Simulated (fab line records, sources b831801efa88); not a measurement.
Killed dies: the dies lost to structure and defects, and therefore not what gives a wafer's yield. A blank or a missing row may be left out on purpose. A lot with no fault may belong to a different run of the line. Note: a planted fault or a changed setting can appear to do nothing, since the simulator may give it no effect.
fab line records ; flow sky130
record: lots: 12; wafers: 36; last-day: 50
route steps=708 shown VIA3@573 VIA4@656 METAL5@664 PAD_OPEN@708
lots with no fault: from the same line, run without faults
start-h: the number of hours between the record's first day and the start of the first shown wafer of the lot ; wait-h: hours from the lot's prior step to this one ; " the same as in the row above ; L1.1+2: one row covering several wafers at once ; - either no value or no given start ; * or withheld: withheld ; < > ~ a bound
route shown NAME@n: names a module that has steps shown in the file, with the first one's number in the route ; usual: average and standard deviation across the fault-free wafers ; same: alike in all rows ; chamber/n: place in a boat ; sites: per-site readings ; _std_site: the values' standard deviation ; _edge_site: inner sites' mean taken away from outer sites' mean ; radius-mm: how far each site lies from the wafer's centre ; mask NAME#n: copy n ; behind: tool/chamber where the wafer was last shaped ; hold: why the lot went on hold/how many hours it stayed there/how the hold came to an end ; device: the transistor (n, p or np) that didn't switch ; end of line: the tests these same wafers got at the end of their route ; step lacking rows: just its recipe ; killed: at the first sort, the dies lost to defects and structure; wafer yield is something else ; map: a wafer's dies, marking killed ones x, the rest . and places with no die _
set.NAME: the setting the step ran with; set.NAME@STEP: the setting that earlier step ran with ; model.NAME: the simulator's own value behind a step, which no gauge read
one table for each step of the route and one row for each wafer, over a sample of lots
services: the hour from which a tool's chamber was out of use, counted from the record's first day as start-h (under 0 if before that day), plus the number of hours and why
== steps ==
step: SKY_VIA3_HDPCVD_00
recipe: material: SiO2; target-thk-nm: 1635; sigma-open-frac: 0.3; time-s: 272.5; temp-c: 400; sih4-flow-sccm: 60; pressure-mtorr: 6
usual: susceptor-temp-C: 399.99/0.21
lot.wafer;tool;chamber;start-h;wait-h;susceptor-temp-C
L739.1;hdpcvd-01;0;913.86;0.0;400.01
L739.2;hdpcvd-01;2;913.86;0.0;399.68
L739.3;hdpcvd-01;1;913.86;0.0;399.87
L741.2;hdpcvd-01;1;934.72;0.0;400.18
L741.3;hdpcvd-01;2;934.72;0.0;400.23
L741.6;hdpcvd-01;1;934.72;0.0;400.06
L743.2;hdpcvd-01;2;952.53;0.0;399.70
L743.5;hdpcvd-01;1;952.53;0.0;399.68
L743.6;hdpcvd-01;2;952.53;0.0;399.81
L742.3;hdpcvd-01;1;954.91;0.0;400.01
L742.4;hdpcvd-01;2;954.91;0.0;400.15
L742.5;hdpcvd-01;0;954.91;0.0;400.06
L744.2;hdpcvd-01;0;958.16;0.0;400.07
L744.4;hdpcvd-01;0;958.16;0.0;400.06
L744.6;hdpcvd-01;1;958.16;0.0;399.92
L745.1;hdpcvd-01;1;959.56;0.0;400.02
L745.4;hdpcvd-01;0;959.56;0.0;400.30
L745.5;hdpcvd-01;2;959.56;0.0;400.11
L748.4;hdpcvd-01;2;982.16;0.1;399.51
L748.5;hdpcvd-01;0;982.16;0.1;400.10
L748.6;hdpcvd-01;1;982.16;0.1;400.00
L749.1;hdpcvd-01;2;986.59;0.0;399.47
L749.2;hdpcvd-01;0;986.59;0.0;399.90
L749.5;hdpcvd-01;1;986.59;0.0;399.91
L751.2;hdpcvd-01;1;994.43;0.0;400.04
L751.3;hdpcvd-01;2;994.43;0.0;400.16
L751.6;hdpcvd-01;1;994.43;0.0;400.26
L752.1;hdpcvd-01;2;1004.56;0.0;400.16
L752.2;hdpcvd-01;0;1004.56;0.0;399.97
L752.5;hdpcvd-01;1;1004.56;0.0;399.88
L756.1;hdpcvd-02;1;1030.07;0.0;400.09
L756.2;hdpcvd-02;2;1030.07;0.0;400.18
L756.6;hdpcvd-02;2;1030.07;0.0;400.11
L760.2;hdpcvd-02;2;1056.92;0.0;399.77
L760.3;hdpcvd-02;0;1056.92;0.0;399.93
L760.4;hdpcvd-02;0;1056.92;0.0;400.16
step: SKY_VIA4_SPUTTER_17
recipe: material: TiN; target-thk-nm: 20; chamber-pressure-pa: 5; power-w: 4000; time-s: 80
usual: throttle-valve-pct: 30.2/0.97
lot.wafer;tool;chamber;start-h;wait-h;throttle-valve-pct
L739.1;pvd-sputter-04;-;1013.68;0.0;30.7
L739.2;pvd-sputter-04;-;1013.68;0.0;30.0
L739.3;pvd-sputter-04;-;1013.68;0.0;28.9
L741.2;pvd-sputter-03;-;1033.44;0.0;29.1
L741.3;pvd-sputter-03;-;1033.44;0.0;30.2
L741.6;pvd-sputter-03;-;1033.44;0.0;29.1
L743.2;pvd-sputter-01;-;1049.24;0.0;31.3
L743.5;pvd-sputter-01;-;1049.24;0.0;31.3
L743.6;pvd-sputter-01;-;1049.24;0.0;29.5
L742.3;pvd-sputter-03;-;1052.94;0.0;30.8
L742.4;pvd-sputter-03;-;1052.94;0.0;29.6
L742.5;pvd-sputter-03;-;1052.94;0.0;28.7
L744.2;pvd-sputter-03;-;1055.84;0.0;30.2
L744.4;pvd-sputter-03;-;1055.84;0.0;28.9
L744.6;pvd-sputter-03;-;1055.84;0.0;28.7
L745.1;pvd-sputter-04;-;1056.87;0.0;30.5
L745.4;pvd-sputter-04;-;1056.87;0.0;28.9
L745.5;pvd-sputter-04;-;1056.87;0.0;30.8
L748.4;pvd-sputter-03;-;1077.78;0.0;28.8
L748.5;pvd-sputter-03;-;1077.78;0.0;30.7
L748.6;pvd-sputter-03;-;1077.78;0.0;28.9
L749.1;pvd-sputter-04;-;1081.05;0.0;30.8
L749.2;pvd-sputter-04;-;1081.05;0.0;30.1
L749.5;pvd-sputter-04;-;1081.05;0.0;30.2
L751.2;pvd-sputter-01;-;1088.67;0.0;30.4
L751.3;pvd-sputter-01;-;1088.67;0.0;29.6
L751.6;pvd-sputter-01;-;1088.67;0.0;30.7
L752.1;pvd-sputter-03;-;1096.19;0.0;29.2
L752.2;pvd-sputter-03;-;1096.19;0.0;29.1
L752.5;pvd-sputter-03;-;1096.19;0.0;29.3
L756.1;pvd-sputter-04;-;1120.04;0.0;29.8
L756.2;pvd-sputter-04;-;1120.04;0.0;31.4
L756.6;pvd-sputter-04;-;1120.04;0.0;30.8
L760.2;pvd-sputter-01;-;1144.21;0.0;30.7
L760.3;pvd-sputter-01;-;1144.21;0.0;31.1
L760.4;pvd-sputter-01;-;1144.21;0.0;29.7
step: SKY_METAL5_SPUTTER_03
recipe: material: Ti; target-thk-nm: 5; power-w: 3000; time-s: 3.3; chamber-pressure-pa: 0.4
usual: throttle-valve-pct: 30.2/0.81
lot.wafer;tool;chamber;start-h;wait-h;throttle-valve-pct
L739.1;pvd-sputter-01;-;1014.47;0.0;32.3
L739.2;pvd-sputter-01;-;1014.47;0.0;29.6
L739.3;pvd-sputter-01;-;1014.47;0.0;30.8
L741.2;pvd-sputter-02;-;1034.28;0.0;29.5
L741.3;pvd-sputter-02;-;1034.28;0.0;30.6
L741.6;pvd-sputter-02;-;1034.28;0.0;29.5
L743.2;pvd-sputter-02;-;1050.03;0.0;30.3
L743.5;pvd-sputter-02;-;1050.03;0.0;29.5
L743.6;pvd-sputter-02;-;1050.03;0.0;30.4
L742.3;pvd-sputter-03;-;1053.93;0.0;30.6
L742.4;pvd-sputter-03;-;1053.93;0.0;28.8
L742.5;pvd-sputter-03;-;1053.93;0.0;29.9
L744.2;pvd-sputter-01;-;1056.63;0.0;30.9
L744.4;pvd-sputter-01;-;1056.63;0.0;32.2
L744.6;pvd-sputter-01;-;1056.63;0.0;32.3
L745.1;pvd-sputter-01;-;1057.66;0.0;32.3
L745.4;pvd-sputter-01;-;1057.66;0.0;31.4
L745.5;pvd-sputter-01;-;1057.66;0.0;30.6
L748.4;pvd-sputter-03;-;1078.57;0.0;29.7
L748.5;pvd-sputter-03;-;1078.57;0.0;30.7
L748.6;pvd-sputter-03;-;1078.57;0.0;28.7
L749.1;pvd-sputter-02;-;1081.84;0.0;31.1
L749.2;pvd-sputter-02;-;1081.84;0.0;30.1
L749.5;pvd-sputter-02;-;1081.84;0.0;29.7
L751.2;pvd-sputter-02;-;1089.46;0.0;30.5
L751.3;pvd-sputter-02;-;1089.46;0.0;29.7
L751.6;pvd-sputter-02;-;1089.46;0.0;29.9
L752.1;pvd-sputter-03;-;1097.07;0.0;29.6
L752.2;pvd-sputter-03;-;1097.07;0.0;30.7
L752.5;pvd-sputter-03;-;1097.07;0.0;28.7
L756.1;pvd-sputter-02;-;1120.83;0.0;30.4
L756.2;pvd-sputter-02;-;1120.83;0.0;29.8
L756.6;pvd-sputter-02;-;1120.83;0.0;29.7
L760.2;pvd-sputter-03;-;1145.00;0.0;29.5
L760.3;pvd-sputter-03;-;1145.00;0.0;30.6
L760.4;pvd-sputter-03;-;1145.00;0.0;29.5
step: SKY_METAL5_STRIP_16
recipe: chemistry: O2/N2; power-w: 1400; pressure-mtorr: 1500; platen-temp-c: withheld; o2-flow-sccm: 3000; n2-flow-sccm: 300; overash-fraction: 0.5
usual: drypump-motor-current-A: 5.8/0.42; oes-product-au: 0.711/0.0042; strip-time-to-endpoint-s: 13.07/0.13
same: overash-fraction: 0.5
lot.wafer;tool;chamber;start-h;wait-h;drypump-motor-current-A;oes-product-au;rf-hours-counter-h;strip-time-to-endpoint-s
L739.1;plasma-asher-04;0;1037.28;0.4;5.2;0.713;26;12.97
L739.2;plasma-asher-04;1;1037.28;0.4;6.5;0.710;26;12.97
L739.3;plasma-asher-04;0;1037.28;0.4;5.1;0.717;-;12.96
L741.2;plasma-asher-02;0;1056.66;0.2;5.9;0.708;96;13.13
L741.3;plasma-asher-02;1;1056.66;0.2;5.9;0.716;-;12.98
L741.6;plasma-asher-02;1;1056.66;0.2;5.9;0.708;-;13.08
L743.2;plasma-asher-01;1;1071.92;0.2;5.2;0.716;1;13.19
L743.5;plasma-asher-01;1;1071.92;0.2;5.2;0.708;-;13.25
L743.6;plasma-asher-01;0;1071.92;0.2;5.5;0.700;-;13.10
L742.3;plasma-asher-01;1;1075.50;0.1;5.2;0.708;-;12.99
L742.4;plasma-asher-01;0;1075.50;0.1;5.5;0.719;-;13.11
L742.5;plasma-asher-01;1;1075.50;0.1;5.1;0.714;-;13.03
L744.2;plasma-asher-02;1;1078.76;0.2;5.9;0.710;99;13.23
L744.4;plasma-asher-02;0;1078.76;0.2;5.9;0.707;-;13.01
L744.6;plasma-asher-02;1;1078.76;0.2;5.9;0.716;-;13.07
L745.1;plasma-asher-02;1;1079.46;0.2;5.9;0.707;99;13.01
L745.4;plasma-asher-02;1;1079.46;0.2;5.9;0.712;-;12.88
L745.5;plasma-asher-02;1;1079.46;0.2;5.9;0.712;-;13.02
L748.4;plasma-asher-04;1;1098.95;0.1;6.5;0.723;-;12.95
L748.5;plasma-asher-04;1;1098.95;0.1;6.4;0.713;-;12.99
L748.6;plasma-asher-04;0;1098.95;0.1;5.1;0.714;-;12.79
L749.1;plasma-asher-04;1;1102.56;0.2;6.4;0.711;33;13.10
L749.2;plasma-asher-04;0;1102.56;0.2;5.2;0.712;33;13.14
L749.5;plasma-asher-04;1;1102.56;0.2;6.5;0.709;-;13.23
L751.2;plasma-asher-04;0;1109.71;0.2;5.2;0.706;33;13.22
L751.3;plasma-asher-04;1;1109.71;0.2;6.4;0.705;-;13.18
L751.6;plasma-asher-04;1;1109.71;0.2;6.4;0.713;-;13.03
L752.1;plasma-asher-02;1;1117.72;0.2;5.9;0.719;102;13.02
L752.2;plasma-asher-02;0;1117.72;0.2;5.9;0.698;102;13.02
L752.5;plasma-asher-02;0;1117.72;0.2;5.9;0.716;-;13.03
L756.1;plasma-asher-01;0;1139.92;0.2;5.5;0.707;7;12.81
L756.2;plasma-asher-01;1;1139.92;0.2;5.2;0.716;7;13.00
L756.6;plasma-asher-01;0;1139.92;0.2;5.5;0.709;-;12.91
L760.2;plasma-asher-04;1;1163.06;0.2;6.4;0.711;37;13.32
L760.3;plasma-asher-04;0;1163.06;0.2;5.1;0.713;-;13.14
L760.4;plasma-asher-04;1;1163.06;0.2;6.4;0.701;-;13.26
step: SKY_PAD_OPEN_PROBE_99
usual: defect-limited-yield: 82.4/1.8; killed_at_M0_to_M3: 43/6.8; killed_at_M4_up: 3.1/1.6; killed-at-contacts: 24/5.4; killed-at-front-end: 16/4.4; killed-at-other: 0.2/0.48; killed-dies: 87/8.8; killed-open: 48/6.4; killed-short: 39/6.2; sort_bin_3_pad_short: 0.9/0.43; sort_bin_5_function: 10.5/1.4; sort_bin_6_memory: 6.2/1.1; sort-n-pass: 405/8.8; sort-yield-pct: 82.4/1.8
same: gross-dies: 492; killed-at-back-side: 0; sort_bin_4_leakage[%]: 0; sort_bin_8_speed[%]: 0
lot.wafer;tool;chamber;start-h;wait-h;defect-limited-yield[%];killed_at_M0_to_M3;killed_at_M4_up;killed-at-contacts;killed-at-front-end;killed-at-other;killed-dies;killed-open;killed-short;sort_bin_3_pad_short[%];sort_bin_5_function[%];sort_bin_6_memory[%];sort-n-pass;sort-yield-pct[%]
L751.2;prober-02;-;1151.74;0.1;80.3;65;3;16;13;0;97;34;39;2.0;10.8;6.9;395;80.3
L751.3;prober-02;-;1151.79;0.2;78.0;73;5;21;9;0;108;45;32;3.0;11.6;7.3;384;78.0
L751.6;prober-02;-;1151.94;0.2;81.3;66;4;15;6;1;92;32;32;2.4;11.0;5.3;400;81.3
L752.1;prober-01;-;1157.82;0.1;75.6;71;3;30;16;0;120;55;35;2.6;15.0;6.7;372;75.6
L752.2;prober-01;-;1157.87;0.1;77.0;65;7;25;16;0;113;42;44;2.4;15.2;5.3;379;77.0
L752.5;prober-01;-;1158.02;0.2;77.0;74;2;27;10;0;113;51;39;1.6;16.7;4.7;379;77.0
L756.1;prober-01;-;1178.64;0.1;85.4;43;3;12;13;1;72;39;33;0.2;8.9;5.5;420;85.4
L756.2;prober-01;-;1178.69;0.1;78.0;39;3;34;32;0;108;63;45;1.0;13.0;7.9;384;78.0
L756.6;prober-01;-;1178.89;0.2;82.3;45;3;29;9;1;87;45;42;0.2;10.6;6.9;405;82.3
killed by level:class
L751.2 VIA3:unspecified=24 VIA1:geometric-particle:open=12 METAL1:geometric-particle:short=8 CONTACT:geometric-particle:open=5 METAL2:geometric-particle:short=5 VIA3:geometric-particle:short=5 POLY_GATE:geometric-particle:open=4 LOCAL_INTERCONNECT:geometric-particle:short=4
L751.3 VIA3:unspecified=31 VIA1:geometric-particle:open=10 CONTACT:geometric-particle:open=7 METAL2:geometric-particle:short=7 VIA2:geometric-particle:open=6 LI_CONTACT:geometric-particle:open=5 METAL1:geometric-particle:short=5 VIA3:geometric-particle:open=4
L751.6 VIA3:unspecified=28 VIA3:geometric-particle:open=8 VIA1:geometric-particle:open=7 LI_CONTACT:geometric-particle:open=6 VIA1:geometric-particle:short=6 METAL2:geometric-particle:short=5 METAL3:geometric-particle:short=4 METAL4:geometric-particle:short=3
L752.1 VIA3:unspecified=30 VIA1:geometric-particle:open=13 CONTACT:geometric-particle:open=11 CONTACT:geometric-particle:short=8 FIELD_ISO:geometric-particle:open=7 VIA3:geometric-particle:open=7 LOCAL_INTERCONNECT:geometric-particle:short=5 LI_CONTACT:geometric-particle:open=4
L752.2 VIA3:unspecified=27 VIA3:geometric-particle:open=9 CONTACT:geometric-particle:open=8 FIELD_ISO:geometric-particle:short=7 VIA1:geometric-particle:open=7 LI_CONTACT:geometric-particle:open=5 METAL1:geometric-particle:short=5 METAL4:geometric-particle:short=5
L752.5 VIA3:unspecified=23 VIA1:geometric-particle:open=15 LI_CONTACT:geometric-particle:open=9 VIA2:geometric-particle:open=8 CONTACT:geometric-particle:open=6 CONTACT:geometric-particle:short=6 VIA3:geometric-particle:short=5 METAL2:geometric-particle:short=5
L756.1 VIA2:geometric-particle:open=10 VIA1:geometric-particle:open=9 CONTACT:geometric-particle:open=7 METAL1:geometric-particle:short=6 VIA1:geometric-particle:short=5 VIA3:geometric-particle:open=4 VIA3:geometric-particle:short=4 FIELD_ISO:geometric-particle:short=3
L756.2 CONTACT:geometric-particle:open=20 FIELD_ISO:geometric-particle:open=9 VIA1:geometric-particle:open=9 POLY_GATE:geometric-particle:open=8 POLY_GATE:geometric-particle:short=6 FIELD_ISO:geometric-particle:short=5 METAL1:geometric-particle:short=5 VIA2:geometric-particle:open=4
L756.6 VIA1:geometric-particle:open=14 CONTACT:geometric-particle:open=12 LOCAL_INTERCONNECT:geometric-particle:short=7 CONTACT:geometric-particle:short=6 VIA3:geometric-particle:open=6 VIA1:geometric-particle:short=5 FIELD_ISO:geometric-particle:short=4 METAL2:geometric-particle:short=4
== services ==
tool;chamber;start-h;hours;kind
pvd-sputter-03;-;907.00;6.3;repair
pvd-sputter-03;-;912.09;11.4;repair
pvd-sputter-04;-;921.38;9.3;repair
plasma-asher-04;-;926.84;6.6;repair
pvd-sputter-03;-;928.44;5.1;repair
pvd-sputter-01;-;934.40;0.5;repair
hdpcvd-01;0;944.70;9.0;repair
plasma-asher-04;-;958.24;2.8;pm
pvd-sputter-01;-;970.09;9.2;repair
pvd-sputter-02;-;972.30;2.4;repair
pvd-sputter-03;-;1003.58;5.0;repair
plasma-asher-01;-;1011.11;1.3;repair
plasma-asher-02;-;1015.00;3.8;repair
pvd-sputter-03;-;1035.81;4.0;repair
pvd-sputter-04;-;1074.07;1.3;repair
pvd-sputter-03;-;1079.31;2.9;repair
pvd-sputter-02;-;1082.81;2.0;repair
pvd-sputter-03;-;1084.65;1.4;repair
pvd-sputter-03;-;1087.71;5.1;repair
plasma-asher-04;-;1091.12;0.5;repair
pvd-sputter-03;-;1114.85;1.6;repair
pvd-sputter-03;-;1126.26;1.1;repair
plasma-asher-04;-;1139.22;19.2;repair
pvd-sputter-04;-;1142.88;0.5;repair
== key ==
first-sign: step: SKY_PAD_OPEN_PROBE_99; reading: killed_at_M0_to_M3; direction: up; sigmas: 3.8; usual: 43; struck: 69
effect: step: SKY_PAD_OPEN_PROBE_99; reading: sort_bin_3_pad_short; direction: up; sigmas: 3.4; usual: 0.9; struck: 2.4; wafers-moved: 5
met-at SKY_VIA3_HDPCVD_00
struck-lots L751,L752
not-acting-at SKY_VIA4_SPUTTER_17,SKY_METAL5_SPUTTER_03,SKY_METAL5_STRIP_16
onset-between 986.59 994.43
fault: kind: chamber-particle-source; tool: hdpcvd-01; chamber: -; onset-h: 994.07; steps: SKY_VIA3_HDPCVD_00; rate-per-visit-cm2: 0.55883; end-h: 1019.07
